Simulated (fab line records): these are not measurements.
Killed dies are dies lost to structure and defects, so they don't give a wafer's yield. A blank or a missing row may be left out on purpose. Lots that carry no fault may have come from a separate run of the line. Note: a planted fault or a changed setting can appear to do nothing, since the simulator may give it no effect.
A lot that was struck, set against a sound lot	flow sky130	43 steps out of a route of 708
Sound: wafers L663.1, L663.2, L663.6. Struck: wafer L654.5. (L654.3, L654.6 of the same lot were not struck and are left out.) The cause comes at the end.
Per side, at each step with rows, come the tool, then ch with its chambers, and then its first start. Under that, the readings that differ: sound wafers	struck wafers	difference of the means	sigmas: that difference in standard deviations of wafers without a fault.
alike: same words and numbers on both sides, and readings whose means sit less than 2 such deviations apart. not compared: any withheld reading, any reading some wafer has no value for, any bound like >300 that may hide the same value, and any number with overlapping values for which the record gives no deviation.
Wherever a step has rows on one side only, a row that says differs or no value, or a row with sigmas, the two part there. Numbers that have no deviation but don't overlap get no sigmas and don't part them. A reading missing from all wafers of one side parts the sides only when that side holds two or more wafers.

first, 4 steps without rows for these wafers: SKY_FIELD_ISO_WET_ETCH_29 (etches Si3N4 in H3PO4, target depth 160 nm, time 1825 s); SKY_FIELD_ISO_WET_ETCH_30 (etches SiO2 in dHF, target depth 25 nm, time 50 s); SKY_NWELL_CLEAN_00 (cleans in SC1/SC2, time 150 s); SKY_NWELL_OXIDATION_01 (stabilise 600 s, purge 300 s, target thk 10 nm).
SKY_NWELL_THK_MEAS_02:
  sound on film-metro-03 at day 8 06:11; struck on film-metro-03 at day 3 17:39
  alike: NWELL_OXIDATION_THK
then, 7 steps without rows for these wafers: SKY_DNWELL_DEHYDRATE_00 (time 60 s); SKY_DNWELL_HMDS_01 (prime time 60 s); SKY_DNWELL_COAT_02 (resist thk 3000 nm); SKY_DNWELL_SOFTBAKE_03; SKY_DNWELL_EXPOSE_04 (exposes mask DNM, target cd 3000 nm); SKY_DNWELL_PEB_05; SKY_DNWELL_DEVELOP_06 (develop time 60 s).
SKY_DNWELL_IMPLANT_07:
  sound on implanter-02 ch 0, day 9 01:23; struck on implanter-03 ch 0, day 4 10:32
SKY_DNWELL_STRIP_08: strips in O2/N2.
  sound on plasma-asher-03 ch 0,1, day 9 01:32; struck on plasma-asher-01 ch 0, day 4 10:40
reading	sound	struck	difference	sigmas
drypump-motor-current-A (A)	5.13 5.44 5.44	5.91	+0.57	+2
  alike: oes-product-au, strip-time-to-endpoint-s
  not compared: rf-hours-counter-h
SKY_DNWELL_TW_MEAS_09:
  sound on film-metro-02 at day 9 01:38; struck on film-metro-01 at day 4 10:46
reading	sound	struck	difference	sigmas
DNWELL_TW	1137 1138 1138	1083	-55	-3
then, 7 steps without rows for these wafers: SKY_PWDE_DEHYDRATE_00 (time 60 s); SKY_PWDE_HMDS_01 (prime time 60 s); SKY_PWDE_COAT_02 (resist thk 3000 nm); SKY_PWDE_SOFTBAKE_03; SKY_PWDE_EXPOSE_04 (exposes mask PWDEM, target cd 840 nm); SKY_PWDE_PEB_05; SKY_PWDE_DEVELOP_06 (develop time 60 s).
SKY_PWDE_OVL_MEAS_07:
  sound on overlay-01 at day 9 22:42; struck on overlay-01 at day 5 03:39
  alike: PWDE_OVL
after that, 1 step had no rows for these wafers: SKY_PWDE_IMPLANT_08.
SKY_PWDE_STRIP_09: strips in O2/N2.
  sound on plasma-asher-04 ch 0,1, day 9 22:53; struck on plasma-asher-04 ch 1, day 5 03:51
reading	sound	struck	difference	sigmas
strip-time-to-endpoint-s (s)	37.16 37.08 37.14	36.63	-0.50	-4
  alike: drypump-motor-current-A, oes-product-au
  not compared: rf-hours-counter-h
SKY_PWDE_TW_MEAS_10:
  sound on film-metro-01 at day 9 22:59; struck on film-metro-02 at day 5 03:56
reading	sound	struck	difference	sigmas
PWDE_TW	367 367 366	379	+12	+3
then, 7 steps without rows for these wafers: SKY_NWELL_DEHYDRATE_03 (time 60 s); SKY_NWELL_HMDS_04 (prime time 60 s); SKY_NWELL_COAT_05 (resist thk 3000 nm); SKY_NWELL_SOFTBAKE_06; SKY_NWELL_EXPOSE_07 (exposes mask NWM, target cd 840 nm); SKY_NWELL_PEB_08; SKY_NWELL_DEVELOP_09 (develop time 60 s).
SKY_NWELL_OVL_MEAS_10:
  sound on overlay-01 at day 10 21:24; struck on overlay-02 at day 5 20:03
  alike: NWELL_00_OVL
then, 3 steps without rows for these wafers: SKY_NWELL_IMPLANT_11; SKY_NWELL_IMPLANT_12; SKY_NWELL_IMPLANT_13.
SKY_NWELL_STRIP_14: strips in O2/N2.
  sound on plasma-asher-04 ch 0,1, day 10 21:53; struck on plasma-asher-03 ch 0, day 5 20:34
  alike: drypump-motor-current-A, oes-product-au, strip-time-to-endpoint-s
  not compared: rf-hours-counter-h
SKY_NWELL_TW_MEAS_15:
  sound on film-metro-03 at day 10 21:59; struck on film-metro-03 at day 5 20:39
  alike: NWELL_TW
then, 3 steps without rows for these wafers: SKY_NWELL_DEHYDRATE_16 (time 60 s); SKY_NWELL_HMDS_17 (prime time 60 s); SKY_NWELL_COAT_18 (resist thk 3000 nm).
-- the record jumps here: 43 days lie between the struck wafers' starts before and after (it left off in module NWELL and takes up again in module PAD_OPEN, whose first step shown is number 708 of the route) --
SKY_PAD_OPEN_PROBE_99:
  sound on prober-02 at day 52 11:50; struck on prober-01 at day 48 08:48
reading	sound	struck	difference	sigmas
model.etest.res-deep-nwell.rs-ohm-sq	2189 2223 2207	2355	+149	
model.etest.res-deep-nwell.rs-ohm-sq-range	61.42 63.36 70.78	215.4	+150.2	
model.etest.res-deep-nwell.rs-ohm-sq-rim-less-centre	-52.61 -33.71 -41.4	-78.83	-36.26	
model.etest.res-deep-nwell.line-ohm-um	729.4 740.9 733	786.9	+52.5	
  alike: killed_at_M0_to_M3, killed_at_M4_up, killed-at-contacts, killed-at-front-end, killed-at-other, killed-dies, killed-open, killed-short

WHERE THEY PART
Last at SKY_PWDE_TW_MEAS_10 as far as this record goes, first at SKY_DNWELL_STRIP_08. Later steps at which nothing parts them and some readings are alike: SKY_NWELL_OVL_MEAS_10, SKY_NWELL_STRIP_14, SKY_NWELL_TW_MEAS_15, SKY_PAD_OPEN_PROBE_99.

WHY: what the simulator had put in
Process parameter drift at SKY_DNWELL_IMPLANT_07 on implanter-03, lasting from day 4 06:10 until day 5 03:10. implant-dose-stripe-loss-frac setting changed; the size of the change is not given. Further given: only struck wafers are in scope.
